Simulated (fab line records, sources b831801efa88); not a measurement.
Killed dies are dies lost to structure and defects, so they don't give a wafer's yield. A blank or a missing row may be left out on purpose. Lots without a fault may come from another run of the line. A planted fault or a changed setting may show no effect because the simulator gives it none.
fab line records | flow sky130
record lots=6 wafers=18 last_day=49
route steps=708 shown VIA2@525 METAL3@532 CAPM@537 PAD_OPEN@708
lots that met no fault: from a run of the same line without faults
start_h: hours from the record's first day to the start of the lot's first wafer shown | wait_h: hours since the lot's step before | " the same as in the row above | L1.1+2: a row that stands for several wafers | - no value, or no start given | * or withheld: withheld | < > ~ a bound
route shown NAME@n: a module of which the file shows steps, and the number in the route of the first | usual: mean/standard deviation of fault-free wafers | same: alike in all rows | chamber/n: place in a boat | sites: the reading at each site | _std_site: their standard deviation | _edge_site: outer sites' mean less inner sites' | radius_mm: how far each site lies from the wafer's centre | mask NAME#n: copy n | behind: the tool/chamber that last shaped the wafer | hold: why the lot was held/for how many hours/how that ended | device: the transistor (n, p or np) that didn't switch | end of line: the same wafers' tests at the end of the route | a step without rows: its recipe alone | killed: dies lost to structure and defects at the first sort, not the wafer's yield | map: a wafer's dies, x killed, . not, _ none there
set.NAME: the setting as run; set.NAME@STEP: as run at that earlier step | model.NAME: the simulator's own value behind a step, which no gauge read
lots at some steps of the route; a table a step, a row a wafer
services: from which hour (start_h, from the record's first day; less than 0 if before it) a tool's chamber was out of use, for how many hours, and why
## steps
# step SKY_VIA2_CLEAN_18
# recipe chemistry=IPA time_s=180 temp_c=25
# step SKY_VIA2_CLEAN_19
# recipe chemistry=O3/DIW dry=n2_spin
# step SKY_VIA2_SPUTTER_20
# recipe material=TiN target_thk_nm=20 chamber_pressure_pa=5 power_w=4000 time_s=80
# usual throttle_valve_pct=29.9/1.1
# columns lot.wafer tool chamber start_h wait_h throttle_valve_pct
L468.1 pvd_sputter-03 - 842.07 0.0 30.4
L468.2 " - " " 29.5
L468.6 " - " " 29.7
L469.1 pvd_sputter-02 - 854.53 0.0 29.5
L469.2 " - " " 30.8
L469.4 " - " " 29.2
L470.1 pvd_sputter-04 - 860.45 0.0 31.8
L470.2 " - " " 30.8
L470.5 " - " " 30.4
L471.1 pvd_sputter-04 - 869.74 0.0 27.5
L471.3 " - " " 31.7
L471.5 " - " " 30.3
L484.2 pvd_sputter-03 - 970.31 0.0 28.2
L484.3 " - " " 29.7
L484.5 " - " " 29.6
L488.3 pvd_sputter-02 - 998.30 0.0 30.5
L488.5 " - " " 29.5
L488.6 " - " " 30.6
# step SKY_VIA2_CVD_21
# recipe material=W target_thk_nm=420 time_s=126.4 temp_c=400 pressure_torr=40
# step SKY_VIA2_RS_MEAS_22
# recipe thk_meas_gauge=four-point-probe reads=W_of_VIA2_CVD_21+TiN_of_VIA2_SPUTTER_20
# usual VIA2_W_RS=0.2740/0.0027
# columns lot.wafer tool chamber start_h wait_h VIA2_W_RS[ohm/sq]
L468.1 film_metro-02 - 842.26 0.1 0.2761
L468.2 " - " " 0.2780
L468.6 " - " " 0.2756
L469.1 film_metro-04 - 854.72 0.1 0.2752
L469.2 " - " " 0.2755
L469.4 " - " " 0.2758
L470.1 film_metro-01 - 860.64 0.1 0.2748
L470.2 " - " " 0.2726
L470.5 " - " " 0.2760
L471.1 film_metro-01 - 869.93 0.1 0.2743
L471.3 " - " " 0.2723
L471.5 " - " " 0.2769
L484.2 film_metro-02 - 970.52 0.1 0.2722
L484.3 " - " " 0.2733
L484.5 " - " " 0.2733
L488.3 film_metro-04 - 998.53 0.1 0.2734
L488.5 " - " " 0.2730
L488.6 " - " " 0.2724
# step SKY_VIA2_THK_MEAS_23
# recipe thk_meas_gauge=xrf reads=W_of_VIA2_CVD_21
# usual VIA2_W_THK=410/5
# columns lot.wafer tool chamber start_h wait_h VIA2_W_THK[nm]
L468.1 film_metro-02 - 842.38 0.1 406
L468.2 " - " " 402
L468.6 " - " " 404
L469.1 film_metro-04 - 854.84 0.1 406
L469.2 " - " " 409
L469.4 " - " " 408
L470.1 film_metro-01 - 860.76 0.1 409
L470.2 " - " " 414
L470.5 " - " " 409
L471.1 film_metro-01 - 870.05 0.1 406
L471.3 " - " " 413
L471.5 " - " " 409
L484.2 film_metro-02 - 970.63 0.1 410
L484.3 " - " " 413
L484.5 " - " " 412
L488.3 film_metro-04 - 998.63 0.1 412
L488.5 " - " " 411
L488.6 " - " " 414
# step SKY_VIA2_CMP_24
# recipe stop_on=SiO2 t_overpolish_s=20 down_force_psi=3.5 platen_rpm=60 target_thk_nm=0 pad_velocity_m_s=0.94248
# step SKY_METAL3_SPUTTER_00
# recipe material=Ti target_thk_nm=15 power_w=3000 time_s=10 chamber_pressure_pa=0.4
# step SKY_METAL3_SPUTTER_01
# recipe material=TiN target_thk_nm=20 power_w=6500 time_s=16.7 chamber_pressure_pa=0.4
# usual throttle_valve_pct=29.7/1.2
# columns lot.wafer tool chamber start_h wait_h throttle_valve_pct
L468.1 pvd_sputter-04 - 842.88 0.0 31.6
L468.2 " - " " 27.8
L468.6 " - " " 27.7
L469.1 pvd_sputter-03 - 855.22 0.0 30.4
L469.2 " - " " 28.4
L469.4 " - " " 29.7
L470.1 pvd_sputter-04 - 861.15 0.0 30.2
L470.2 " - " " 27.9
L470.5 " - " " 30.9
L471.1 pvd_sputter-01 - 870.44 0.0 30.5
L471.3 " - " " 28.6
L471.5 " - " " 28.7
L484.2 pvd_sputter-04 - 971.00 0.0 30.5
L484.3 " - " " 30.2
L484.5 " - " " 31.7
L488.3 pvd_sputter-04 - 999.00 0.0 30.5
L488.5 " - " " 27.8
L488.6 " - " " 30.2
# step SKY_METAL3_SPUTTER_02
# recipe material=AlCu target_thk_nm=735 power_w=10600 time_s=39.1 chamber_pressure_pa=0.4
# usual throttle_valve_pct=29.7/1.2
# columns lot.wafer tool chamber start_h wait_h throttle_valve_pct
L468.1 pvd_sputter-04 - 842.91 0.0 31.7
L468.2 " - " " 27.7
L468.6 " - " " 27.6
L469.1 pvd_sputter-03 - 855.25 0.0 30.4
L469.2 " - " " 28.2
L469.4 " - " " 30.2
L470.1 pvd_sputter-04 - 861.17 0.0 30.1
L470.2 " - " " 27.5
L470.5 " - " " 30.4
L471.1 pvd_sputter-01 - 870.46 0.0 30.4
L471.3 " - " " 28.6
L471.5 " - " " 28.6
L484.2 pvd_sputter-04 - 971.03 0.0 30.5
L484.3 " - " " 30.3
L484.5 " - " " 31.5
L488.3 pvd_sputter-04 - 999.02 0.0 30.2
L488.5 " - " " 27.8
L488.6 " - " " 30.3
# step SKY_METAL3_SPUTTER_03
# recipe material=Ti target_thk_nm=5 power_w=3000 time_s=3.3 chamber_pressure_pa=0.4
# step SKY_METAL3_SPUTTER_04
# recipe material=TiN target_thk_nm=70 power_w=6500 time_s=58.3 chamber_pressure_pa=0.4
# usual throttle_valve_pct=29.7/1.2
# columns lot.wafer tool chamber start_h wait_h throttle_valve_pct
L468.1 pvd_sputter-04 - 842.96 0.0 31.7
L468.2 " - " " 27.9
L468.6 " - " " 27.5
L469.1 pvd_sputter-03 - 855.31 0.0 30.4
L469.2 " - " " 28.4
L469.4 " - " " 29.9
L470.1 pvd_sputter-04 - 861.23 0.0 30.5
L470.2 " - " " 27.6
L470.5 " - " " 30.7
L471.1 pvd_sputter-01 - 870.52 0.0 30.4
L471.3 " - " " 28.4
L471.5 " - " " 28.6
L484.2 pvd_sputter-04 - 971.09 0.0 30.6
L484.3 " - " " 30.3
L484.5 " - " " 31.8
L488.3 pvd_sputter-04 - 999.08 0.0 29.9
L488.5 " - " " 27.6
L488.6 " - " " 30.3
# step SKY_CAPM_CVD_00
# recipe material=SiO2 target_thk_nm=15.5 temp_c=400 time_s=withheld rf_w=450
# usual heater_power_w=711/92 rf_fwd_power_W=440.2/1.8
# columns lot.wafer tool chamber start_h wait_h heater_power_w rf_fwd_power_W model.SiO2_of_CAPM_CVD_00.thk_nm
L468.1 pecvd-01 0 843.01 0.0 706 441.0 15.46
L468.2 " 2 " " 606 440.0 15.4
L468.6 " 0 " " 717 439.6 15.74
L469.1 pecvd-04 2 855.35 0.0 796 443.7 15.3
L469.2 " 0 " " 611 439.5 15.07
L469.4 " 1 " " 903 440.2 15.03
L470.1 pecvd-04 1 861.28 0.0 889 441.2 15.3
L470.2 " 2 " " 702 440.2 15.35
L470.5 " 0 " " 745 369.9 14.78
L471.1 pecvd-04 0 870.57 0.0 704 370.2 14.29
L471.3 " 2 " " 783 444.1 15.3
L471.5 " 0 " " 689 368.3 14.59
L484.2 pecvd-01 1 971.13 0.0 678 436.9 14.99
L484.3 " 2 " " 630 439.6 14.99
L484.5 " 1 " " 677 438.5 15.39
L488.3 pecvd-02 1 999.13 0.0 719 440.0 15.6
L488.5 " 0 " " 673 444.7 15.71
L488.6 " 1 " " 713 438.6 15.92
# step SKY_CAPM_THK_MEAS_01
# recipe reads=SiO2_of_CAPM_CVD_00
# usual CAPM_CVD_00_THK=15.42/0.27
# columns lot.wafer tool chamber start_h wait_h CAPM_CVD_00_THK[nm]
L468.1 film_metro-04 - 843.03 - 15.45
L468.2 " - " " 15.38
L468.6 " - " " 15.78
L469.1 film_metro-03 - 855.38 - 15.25
L469.2 " - " " 15.06
L469.4 " - " " 15.04
L470.1 film_metro-03 - 861.30 - 15.29
L470.2 " - " " 15.33
L470.5 " - " " 14.80
L471.1 film_metro-03 - 870.59 - 14.25
L471.3 " - " " 15.25
L471.5 " - " " 14.54
L484.2 film_metro-03 - 971.17 - 14.93
L484.3 " - " " 15.00
L484.5 " - " " 15.38
L488.3 film_metro-04 - 999.17 - 15.56
L488.5 " - " " 15.70
L488.6 " - " " 15.91
# step SKY_CAPM_SPUTTER_02
# recipe material=TiN target_thk_nm=200 temp_c=300 power_w=6500 time_s=166.7 chamber_pressure_pa=0.4
# step SKY_CAPM_RS_MEAS_03
# recipe thk_meas_gauge=four-point-probe reads=TiN_of_CAPM_SPUTTER_02
# usual CAPM_TIN_RS=6.94/0.098
# columns lot.wafer tool chamber start_h wait_h CAPM_TIN_RS[ohm/sq]
L468.1 film_metro-02 - 843.20 0.1 7.06
L468.2 " - " " 7.16
L468.6 " - " " 7.11
L469.1 film_metro-04 - 855.55 0.1 6.99
L469.2 " - " " 7.08
L469.4 " - " " 6.90
L470.1 film_metro-04 - 861.47 0.1 7.01
L470.2 " - " " 7.02
L470.5 " - " " 7.01
L471.1 film_metro-04 - 870.76 0.1 7.12
L471.3 " - " " 7.10
L471.5 " - " " 7.07
L484.2 film_metro-03 - 971.35 0.1 6.89
L484.3 " - " " 6.90
L484.5 " - " " 6.98
L488.3 film_metro-04 - 999.36 0.1 6.98
L488.5 " - " " 6.92
L488.6 " - " " 6.89
# step SKY_CAPM_THK_MEAS_04
# recipe thk_meas_gauge=xrf reads=TiN_of_CAPM_SPUTTER_02
# usual CAPM_TIN_THK=200.5/2.7
# columns lot.wafer tool chamber start_h wait_h CAPM_TIN_THK[nm]
L468.1 film_metro-02 - 843.32 0.1 198.2
L468.2 " - " " 194.8
L468.6 " - " " 197.5
L469.1 film_metro-04 - 855.67 0.1 198.4
L469.2 " - " " 195.8
L469.4 " - " " 200.3
L470.1 film_metro-04 - 861.59 0.1 198.1
L470.2 " - " " 198.1
L470.5 " - " " 197.1
L471.1 film_metro-04 - 870.88 0.1 195.2
L471.3 " - " " 197.1
L471.5 " - " " 197.2
L484.2 film_metro-03 - 971.46 0.1 202.7
L484.3 " - " " 201.5
L484.5 " - " " 199.6
L488.3 film_metro-04 - 999.46 0.1 199.1
L488.5 " - " " 201.2
L488.6 " - " " 201.8
# step SKY_CAPM_DEHYDRATE_05
# recipe temp_c=200 time_s=60
# step SKY_CAPM_HMDS_06
# recipe prime_time_s=60 prime_temp_c=120
# step SKY_CAPM_COAT_07
# recipe resist=NOVOLAK spin_rpm=3000 resist_thk_nm=1140
# step SKY_CAPM_SOFTBAKE_08
# recipe temp_c=90 time_s=60 resist=NOVOLAK
# step SKY_CAPM_EXPOSE_09
# recipe mask_id=CAPM na=0.6 source_shape=conventional sigma_outer=0.6 polarization=unpolarized target_cd_nm=1000 dose_mj=159
# step SKY_CAPM_PEB_10
# recipe temp_c=withheld time_s=* resist=NOVOLAK
# step SKY_CAPM_DEVELOP_11
# recipe resist=NOVOLAK developer=TMAH develop_time_s=60 dev_temp_c=23
# step SKY_CAPM_OVL_MEAS_12
# usual CAPM_OVL=-1.5/1.7
# columns lot.wafer tool chamber start_h wait_h CAPM_OVL[nm]
L468.1 overlay-01 - 869.31 0.1 -2.1
L468.2 " - " " -3.0
L468.6 " - " " -3.0
L469.1 overlay-01 - 881.50 0.1 1.3
L469.2 " - " " 0.7
L469.4 " - " " 2.1
L470.1 overlay-01 - 886.46 0.1 -2.6
L470.2 " - " " -0.8
L470.5 " - " " -0.9
L471.1 overlay-01 - 894.76 0.1 -0.4
L471.3 " - " " -1.2
L471.5 " - " " 0.1
L484.2 overlay-01 - 994.31 0.1 -3.6
L484.3 " - " " -3.3
L484.5 " - " " -3.4
L488.3 overlay-01 - 1021.61 0.1 0.8
L488.5 " - " " 2.1
L488.6 " - " " 1.2
# step SKY_CAPM_METAL_ETCH_13
# recipe target_depth_nm=220 stop_on=SiO2 chemistry=Cl2/BCl3 target=TiN pressure_mtorr=10 icp_w=900 bias_w=48.5 Cl2_flow_sccm=60 bcl3_flow_sccm=30 time_s=62.9
# step SKY_CAPM_STRIP_14
# recipe chemistry=O2/N2 power_w=1400 pressure_mtorr=1500 platen_temp_c=withheld o2_flow_sccm=3000 n2_flow_sccm=300 overash_fraction=0.5
# usual drypump_motor_current_A=6.1/0.5 oes_product_au=0.711/0.0048 strip_time_to_endpoint_s=12.67/0.047
# columns lot.wafer tool chamber start_h wait_h drypump_motor_current_A oes_product_au rf_hours_counter_h strip_time_to_endpoint_s
L468.1 plasma_asher-04 0 869.42 0.1 6.1 0.713 12 12.68
L468.2 " 1 " " 5.4 0.711 12 12.61
L468.6 " 0 " " 6.1 0.711 - 12.68
L469.1 plasma_asher-04 0 881.61 0.1 6.1 0.715 13 12.63
L469.2 " 1 " " 5.4 0.718 13 12.58
L469.4 " 0 " " 6.1 0.713 - 12.66
L470.1 plasma_asher-03 0 886.57 0.1 6.7 0.710 74 12.76
L470.2 " 1 " " 6.7 0.715 74 12.74
L470.5 " 0 " " 6.7 0.707 - 12.74
L471.1 plasma_asher-04 1 894.87 0.1 5.4 0.718 15 12.62
L471.3 " 0 " " 6.1 0.705 - 12.62
L471.5 " 1 " " 5.4 0.705 - 12.62
L484.2 plasma_asher-01 1 994.41 0.1 5.7 0.712 118 12.69
L484.3 " 1 " " 5.7 0.709 - 12.66
L484.5 " 0 " " 6.0 0.713 - 12.66
L488.3 plasma_asher-04 0 1021.75 0.1 6.2 0.712 - 12.67
L488.5 " 0 " " 6.1 0.716 - 12.65
L488.6 " 1 " " 5.4 0.721 - 12.63
# step SKY_CAPM_STRIP_15
# recipe chemistry=post_etch_residue_remover time_s=1200 temp_c=72.5
# step SKY_CAPM_CLEAN_16
# recipe chemistry=IPA time_s=180 temp_c=25
# step SKY_CAPM_CLEAN_17
# recipe chemistry=O3/DIW dry=n2_spin
# step SKY_METAL3_DEHYDRATE_05
# recipe temp_c=200 time_s=60
# step SKY_METAL3_HMDS_06
# recipe prime_time_s=60 prime_temp_c=120
# step SKY_METAL3_COAT_07
# recipe resist=BARC temp_c=withheld time_s=withheld spin_rpm=3000 resist_thk_nm=60
# step SKY_METAL3_COAT_08
# recipe resist=KrF-thick spin_rpm=3000 resist_thk_nm=1140
# step SKY_METAL3_SOFTBAKE_09
# recipe temp_c=100 time_s=90 resist=KrF-thick
# step SKY_METAL3_EXPOSE_10
# recipe mask_id=MM3 na=0.68 source_shape=annular sigma_inner=0.4 sigma_outer=0.8 target_cd_nm=300 dose_mj=28
# step SKY_METAL3_PEB_11
# recipe peb_temp_c=withheld peb_time_s=withheld resist=KrF-thick
# step SKY_METAL3_DEVELOP_12
# recipe develop_time_s=60 resist=KrF-thick dev_temp_c=21
# step SKY_METAL3_CD_MEAS_13
# recipe target_cd_nm=300
# usual cd_nm=299.8/1.5
# columns lot.wafer tool chamber start_h wait_h cd_nm
L468.1 cd_sem-02 - 894.78 - 300.2
L468.2 " - " " 300.9
L468.6 " - " " 302.0
L469.1 cd_sem-01 - 906.92 - 300.7
L469.2 " - " " 302.1
L469.4 " - " " 301.5
L470.1 cd_sem-01 - 912.45 - 300.3
L470.2 " - " " 299.8
L470.5 " - " " 300.1
L471.1 cd_sem-02 - 919.53 - 299.6
L471.3 " - " " 299.0
L471.5 " - " " 298.7
L484.2 cd_sem-01 - 1017.92 - 296.4
L484.3 " - " " 298.1
L484.5 " - " " 297.4
L488.3 cd_sem-01 - 1044.01 - 302.5
L488.5 " - " " 301.0
L488.6 " - " " 301.4
# step SKY_METAL3_OVL_MEAS_14
# usual METAL3_OVL=2/5.6
# columns lot.wafer tool chamber start_h wait_h METAL3_OVL[nm]
L468.1 overlay-01 - 894.90 0.1 4
L468.2 " - " " 1
L468.6 " - " " 2
L469.1 overlay-01 - 907.04 0.1 1
L469.2 " - " " 14
L469.4 " - " " 8
L470.1 overlay-02 - 912.57 0.1 2
L470.2 " - " " 8
L470.5 " - " " 7
L471.1 overlay-02 - 919.65 0.1 0
L471.3 " - " " 0
L471.5 " - " " -2
L484.2 overlay-02 - 1018.03 0.1 16
L484.3 " - " " 10
L484.5 " - " " 11
L488.3 overlay-02 - 1044.11 0.1 9
L488.5 " - " " 9
L488.6 " - " " 4
# step SKY_METAL3_DESCUM_15
# recipe chemistry=O2 source_power_w=150 bias_power_w=0 pressure_mtorr=10 temp_c=40 time_s=8
# step SKY_METAL3_ETCH_16
# recipe chemistry=N2/H2 target=BARC ion_energy_ev=200 bias_w=100 pressure_mtorr=30 n2_flow_sccm=100 h2_flow_sccm=200 icp_w=500 stop_on=SiO2 time_s=88.2 target_depth_a=600
# step SKY_METAL3_ETCH_17
# recipe target=SiO2 stop_on=TiN chemistry=C4F8/O2/Ar source_w=1500 bias_w=1200 pressure_mtorr=40 c4f8_flow_sccm=withheld O2_flow_sccm=6 Ar_flow_sccm=300 time_s=3.9 target_depth_a=150
# usual oes_product_au=0.753/0.0072
# columns lot.wafer tool chamber start_h wait_h oes_product_au rf_hours_counter_h
L468.1 rie_diel-03 3 895.07 0.1 0.751 7
L468.2 " 0 " " 0.759 7
L468.6 " 3 " " 0.751 -
L469.1 rie_diel-01 1 907.21 0.1 0.748 10
L469.2 " 0 " " 0.748 27
L469.4 " 2 " " 0.742 10
L470.1 rie_diel-02 3 912.74 0.1 0.749 21
L470.2 " 1 " " 0.748 5
L470.5 " 1 " " 0.739 -
L471.1 rie_diel-02 3 919.82 0.1 0.726 21
L471.3 " 1 " " 0.747 5
L471.5 " 1 " " 0.732 -
L484.2 rie_diel-02 3 1018.19 0.1 0.743 2
L484.3 " 2 " " 0.734 18
L484.5 " 2 " " 0.750 -
L488.3 rie_diel-02 0 1044.26 0.0 0.753 22
L488.5 " 0 " " 0.765 -
L488.6 " 3 " " 0.761 -
# step SKY_PAD_OPEN_PROBE_99
# usual defect_limited_yield=82.3/1.8 killed_at_M0_to_M3=44/7.2 killed_at_M4_up=3.1/1.8 killed_at_contacts=24/4.5 killed_at_front_end=16/4.4 killed_at_other=0.2/0.42 killed_dies=87/8.9 killed_open=48/6.4 killed_short=39/6.2 sort_bin_3_pad_short=0.9/0.46 sort_bin_5_function=10.5/1.6 sort_bin_6_memory=6.3/1.1 sort_n_pass=405/8.9 sort_yield_pct=82.3/1.8
# same gross_dies=492 killed_at_back_side=0 sort_bin_4_leakage[%]=0 sort_bin_8_speed[%]=0
# columns lot.wafer tool chamber start_h wait_h defect_limited_yield[%] killed_at_M0_to_M3 killed_at_M4_up killed_at_contacts killed_at_front_end killed_at_other killed_dies killed_open killed_short sort_bin_3_pad_short[%] sort_bin_5_function[%] sort_bin_6_memory[%] sort_n_pass sort_yield_pct[%] model.etest.cap_mim.bv_v model.etest.cap_mim.leak_log10_a_cm2 model.etest.cap_mim.c_ff_um2
L468.1 prober-02 - 1064.12 0.1 81.5 50 4 29 8 0 91 50 41 1.0 8.5 8.9 401 81.5 14.11 -9.057 2.351
L468.2 prober-02 - 1064.17 0.1 82.1 52 7 14 15 0 88 42 46 1.2 10.8 5.9 404 82.1 13.14 -8.773 2.362
L468.6 prober-02 - 1064.37 0.2 81.1 45 3 27 18 0 93 56 37 0.6 10.6 7.7 399 81.1 14.72 -9.119 2.301
L469.1 prober-01 - 1072.98 0.1 84.3 35 5 21 16 0 77 37 40 0.8 9.8 5.1 415 84.3 13.93 -8.782 2.376
L469.2 prober-01 - 1073.03 0.1 78.5 57 5 28 16 0 106 58 48 0.4 15.9 5.3 386 78.5 13.07 -8.826 2.419
L469.4 prober-01 - 1073.13 0.2 84.1 45 1 20 12 0 78 43 35 0.4 10.6 4.9 414 84.1 13.58 -8.893 2.427
L470.1 prober-02 - 1076.07 0.1 80.3 45 5 32 14 1 97 47 50 1.6 12.0 6.1 395 80.3 13.7 -8.903 2.368
L470.2 prober-02 - 1076.12 0.1 84.1 35 2 23 18 0 78 46 32 0.8 6.3 8.7 414 84.1 13.79 -9.012 2.361
L470.5 prober-02 - 1076.27 0.2 79.5 57 0 26 18 0 101 61 40 1.0 13.4 6.1 391 79.5 13.13 -8.913 2.481
L471.1 prober-01 - 1084.17 0.1 79.5 55 3 30 13 0 101 56 45 0.8 12.2 7.5 391 79.5 12.61 -8.547 2.545
L471.3 prober-01 - 1084.27 0.2 83.3 46 3 23 10 0 82 48 34 0.2 9.6 6.9 410 83.3 13.27 -8.768 2.345
L471.5 prober-01 - 1084.37 0.2 84.8 27 5 29 14 0 75 35 40 0.6 8.1 6.5 417 84.8 13.19 -8.701 2.462
# killed by level:class
L468.1 CONTACT:geometric_particle:open=13 VIA1:geometric_particle:open=11 VIA1:geometric_particle:short=8 VIA3:geometric_particle:open=7 METAL1:geometric_particle:short=6 LI_CONTACT:geometric_particle:open=4 LOCAL_INTERCONNECT:geometric_particle:short=4 CONTACT:geometric_particle:short=4
L468.2 VIA1:geometric_particle:open=12 METAL2:geometric_particle:short=10 METAL1:geometric_particle:short=7 VIA3:geometric_particle:open=7 METAL4:geometric_particle:short=6 POLY_GATE:geometric_particle:open=5 VIA2:geometric_particle:short=4 METAL3:geometric_particle:short=4
L468.6 CONTACT:geometric_particle:open=12 VIA1:geometric_particle:open=10 VIA2:geometric_particle:open=8 LI_CONTACT:geometric_particle:open=7 VIA1:geometric_particle:short=7 FIELD_ISO:geometric_particle:open=6 VIA3:geometric_particle:open=5 POLY_GATE:geometric_particle:open=4
L469.1 VIA1:geometric_particle:open=7 LI_CONTACT:geometric_particle:open=6 VIA1:geometric_particle:short=5 CONTACT:geometric_particle:open=5 METAL2:geometric_particle:short=5 FIELD_ISO:geometric_particle:open=4 POLY_GATE:geometric_particle:short=4 LI_CONTACT:geometric_particle:short=4
L469.2 VIA1:geometric_particle:open=15 VIA1:geometric_particle:short=11 CONTACT:geometric_particle:open=10 LI_CONTACT:geometric_particle:open=7 POLY_GATE:geometric_particle:short=6 LI_CONTACT:geometric_particle:short=5 VIA3:geometric_particle:open=5 POLY_GATE:geometric_particle:open=4
L469.4 VIA1:geometric_particle:open=10 CONTACT:geometric_particle:open=9 METAL2:geometric_particle:short=7 METAL3:geometric_particle:short=5 LI_CONTACT:geometric_particle:open=4 METAL1:geometric_particle:short=4 VIA2:geometric_particle:open=4 POLY_GATE:geometric_particle:open=3
L470.1 CONTACT:geometric_particle:open=12 VIA3:geometric_particle:open=9 VIA1:geometric_particle:open=9 METAL2:geometric_particle:short=7 VIA1:geometric_particle:short=7 LI_CONTACT:geometric_particle:open=6 CONTACT:geometric_particle:short=6 POLY_GATE:geometric_particle:short=5
L470.2 VIA1:geometric_particle:open=9 LI_CONTACT:geometric_particle:open=8 VIA2:geometric_particle:open=7 CONTACT:geometric_particle:open=6 METAL1:geometric_particle:short=5 LOCAL_INTERCONNECT:geometric_particle:short=5 FIELD_ISO:geometric_particle:open=4 FIELD_ISO:geometric_particle:short=3
L470.5 VIA1:geometric_particle:open=18 VIA3:geometric_particle:open=8 CONTACT:geometric_particle:open=8 LI_CONTACT:geometric_particle:open=7 VIA1:geometric_particle:short=6 POLY_GATE:geometric_particle:open=6 VIA2:geometric_particle:short=6 FIELD_ISO:geometric_particle:open=5
L471.1 VIA1:geometric_particle:open=17 CONTACT:geometric_particle:open=12 VIA1:geometric_particle:short=10 METAL1:geometric_particle:short=5 LI_CONTACT:geometric_particle:short=5 LI_CONTACT:geometric_particle:open=5 VIA2:geometric_particle:open=5 FIELD_ISO:geometric_particle:open=4
L471.3 VIA1:geometric_particle:open=10 CONTACT:geometric_particle:open=9 VIA3:geometric_particle:open=7 CONTACT:geometric_particle:short=6 METAL1:geometric_particle:short=6 VIA1:geometric_particle:short=6 VIA2:geometric_particle:open=5 LI_CONTACT:geometric_particle:open=4
L471.5 CONTACT:geometric_particle:open=13 LI_CONTACT:geometric_particle:open=7 METAL3:geometric_particle:short=5 POLY_GATE:geometric_particle:short=5 METAL4:geometric_particle:short=5 FIELD_ISO:geometric_particle:short=4 LI_CONTACT:geometric_particle:short=4 VIA1:geometric_particle:open=4
## services
# columns tool chamber start_h hours kind
rie_diel-03 - 819.39 2.8 pm
pvd_sputter-04 - 828.75 1.2 repair
rie_diel-02 3 855.73 4.3 repair
pvd_sputter-02 - 866.43 2.9 repair
rie_diel-03 2 866.94 6.9 repair
rie_diel-01 1 878.52 4.6 repair
rie_diel-02 - 897.13 15.6 pm
rie_diel-01 0 919.80 9.6 repair
plasma_asher-04 - 920.49 6.0 repair
rie_diel-03 0 924.23 1.4 repair
rie_diel-01 1 929.23 6.2 repair
pvd_sputter-04 - 931.07 1.7 repair
rie_diel-03 3 944.93 4.6 repair
rie_diel-03 1 946.84 4.6 repair
pecvd-04 - 954.31 2.3 repair
plasma_asher-03 - 967.38 11.2 repair
rie_diel-01 - 976.24 0.7 repair
pecvd-04 2 986.07 4.3 repair
rie_diel-03 0 986.58 2.5 repair
rie_diel-03 2 986.94 7.5 repair
rie_diel-02 - 988.51 0.8 repair
pecvd-04 - 1015.81 14.6 pm
pvd_sputter-02 - 1026.93 14.8 repair
pvd_sputter-04 - 1034.14 2.7 repair
## key
first_sign step=SKY_CAPM_CVD_00 reading=rf_fwd_power_W direction=down sigmas=39 usual=440.2 struck=369.4
effect step=SKY_CAPM_THK_MEAS_01 reading=CAPM_CVD_00_THK direction=down sigmas=3.3 usual=15.42 struck=14.53
effect step=SKY_METAL3_ETCH_17 reading=oes_product_au direction=down sigmas=2.8 usual=0.753 struck=0.732
model_effect step=SKY_CAPM_CVD_00 value=SiO2_of_CAPM_CVD_00.thk_nm without=15.34 struck=14.55
model_effect step=SKY_PAD_OPEN_PROBE_99 value=etest.cap_mim.bv_v without=13.69 struck=12.97
met_at SKY_CAPM_CVD_00
struck_wafers L470.5,L471.1,L471.5
onset_between 855.35 861.28
fault kind=process_parameter_drift tool=pecvd-04 chamber=0 onset_h=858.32 steps=SKY_CAPM_CVD_00 channel=rf_w offset=-72 shape=step end_h=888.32 acts_in=these_recipes_only stated=450
